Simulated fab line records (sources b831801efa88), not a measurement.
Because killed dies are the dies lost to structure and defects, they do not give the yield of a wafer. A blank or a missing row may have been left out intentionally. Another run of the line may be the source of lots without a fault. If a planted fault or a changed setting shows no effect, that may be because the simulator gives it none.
Comparing a struck lot with a sound one	flow gf180mcu	15 out of 602 route steps
Sound: wafers L896.1, L896.4, L896.6. Wafers struck: L902.1, L902.4, L902.6. At the end, the cause is stated.
Per side, at each step with rows, come the tool, then ch with its chambers, and then its first start. Under that, the readings that differ: sound wafers	struck wafers	difference of the means	sigmas: that difference in standard deviations of wafers without a fault.
alike: words and numbers the same on both sides, and readings whose means are apart by under 2 such deviations; not compared: readings that were withheld, readings missing a value for some wafer, numbers with overlapping values and no deviation given by the record, and bounds like >300 which may hide the same value.
Wherever a step has rows on one side only, a row that says differs or no value, or a row with sigmas, the two part there. Numbers that have no deviation but don't overlap get no sigmas and don't part them. A reading missing from all wafers of one side parts the sides only when that side holds two or more wafers.

first, 1 step without rows for these wafers: GF_HV_LDD_IMPLANT_09.
GF_HV_LDD_STRIP_10: strips in O2/N2.
  sound on plasmaAsher-02 ch 0,1, day 12 07:11; struck on plasmaAsher-03 ch 0,1, day 14 00:09
  alike: drypumpMotorCurrentA, heaterPowerW, n2FlowSccm, oesProductAu, stripTimeToEndpointS
  not compared: rfHoursCounterH
GF_HV_LDD_TW_MEAS_11:
  sound on filmMetro-03, day 12 07:17; struck on filmMetro-03, day 14 00:15
  alike: HV_LDD_TW
then, 7 steps without rows for these wafers: GF_HV_LDD_DEHYDRATE_12 (time 60 s); GF_HV_LDD_HMDS_13 (prime time 60 s); GF_HV_LDD_COAT_14 (resist thk 1000 nm); GF_HV_LDD_SOFTBAKE_15 (time 60 s); GF_HV_LDD_EXPOSE_16 (exposes mask Pplus LV AREA, target cd 400 nm); GF_HV_LDD_PEB_17; GF_HV_LDD_DEVELOP_18 (develop time 60 s).
GF_HV_LDD_CD_MEAS_19: target cd 400 nm.
  sound on cdSem-01, day 13 02:41; struck on cdSem-01, day 14 21:07
  alike: cdNm
GF_HV_LDD_OVL_MEAS_20:
  sound on overlay-01, day 13 02:49; struck on overlay-02, day 14 21:14
  alike: HV_LDD_01_OVL
GF_HV_LDD_IMPLANT_21:
  sound on implanter-01 ch 0, day 13 02:51; struck on implanter-02 ch 0, day 14 21:17
reading	sound	struck	difference	sigmas
tiltDeg (degrees)	7.014 7.003 7.026	6.342 6.348 6.345	-0.669	-32
  alike: beamOnS
GF_HV_LDD_STRIP_22: strips in O2/N2.
  sound on plasmaAsher-02 ch 0, day 13 03:00; struck on plasmaAsher-04 ch 0, day 14 21:26
reading	sound	struck	difference	sigmas
drypumpMotorCurrentA (A)	6.0 5.9 5.9	5.1 5.0 5.0	-0.9	-3
  alike: heaterPowerW, n2FlowSccm, oesProductAu, stripTimeToEndpointS
  not compared: rfHoursCounterH
GF_PASSIVATION_PROBE_99:
  rows exist in the record for the sound wafers here (prober-01, day 31 07:23), none for the struck ones

WHERE THEY PART
At GF_HV_LDD_IMPLANT_21 first; at GF_PASSIVATION_PROBE_99 last (within this record only).

WHY: the cause the simulator had injected
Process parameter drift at GF_HV_LDD_IMPLANT_21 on implanter-02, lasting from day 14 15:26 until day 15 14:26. From 7, the setting tiltDeg moved by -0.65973. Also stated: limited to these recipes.
